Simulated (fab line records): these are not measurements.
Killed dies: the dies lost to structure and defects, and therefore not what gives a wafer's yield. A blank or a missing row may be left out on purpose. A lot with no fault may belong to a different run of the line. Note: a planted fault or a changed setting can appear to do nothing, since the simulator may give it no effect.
Chamber matching + flow sky130 + SKY_VIA2_CMP_24 on cmp-01: 4 sister chambers
The step polishes, stops on SiO2, t overpolish 20 s, target thk 0 nm. 4 wafers are shown with their chamber, then 9 later ones without.

== WAFERS WITH THEIR CHAMBER ==
| wafer  | chamber | motor current A (A) |
|--------|---------|---------------------|
| L791.1 | 0       | 10.6                |
| L792.3 | 3       | 9.5                 |
| L793.2 | 1       | 12.1                |
| L793.5 | 2       | 10.9                |

== WAFERS MISSING THEIR CHAMBER ==
| wafer  | motor current A (A) |
|--------|---------------------|
| L800.2 | 10.5                |
| L800.3 | 9.3                 |
| L800.6 | 12.2                |
| L801.2 | 10.8                |
| L801.3 | 9.4                 |
| L801.4 | 11.8                |
| L802.3 | 11.5                |
| L802.5 | 10.6                |
| L802.6 | 11.4                |

== WHICH CHAMBER EACH ONE RAN IN ==
| wafer  | from the rows above          | in truth |
|--------|------------------------------|----------|
| L800.2 | can't be placed: 0 or 2      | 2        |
| L800.3 | 3                            | 3        |
| L800.6 | 1                            | 1        |
| L801.2 | can't be placed: 2 or 0      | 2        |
| L801.3 | 3                            | 3        |
| L801.4 | 1                            | 1        |
| L802.3 | can't be placed: 1 or 2 or 0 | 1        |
| L802.5 | can't be placed: 0 or 2      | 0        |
| L802.6 | can't be placed: 2 or 1 or 0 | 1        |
Correct placement for 4 of the 9. Unplaceable from these rows: 5, with the true chamber sitting among the candidates in 5. 0 placed wrongly.
How it was worked out, from the rows above alone: a wafer's distance from a chamber is the root of the sum, over the readings, of the square of ((its reading less the chamber's mean) divided by the reading's scatter). If the next closest chamber is less than 2 further off than the closest, the wafer can't be placed; otherwise it belongs to the closest. A chamber's mean is the mean of its shown wafers. The scatter (one wafer shown for each chamber): square how far every hidden wafer sits from the nearest shown wafer, average those squares and take the square root.
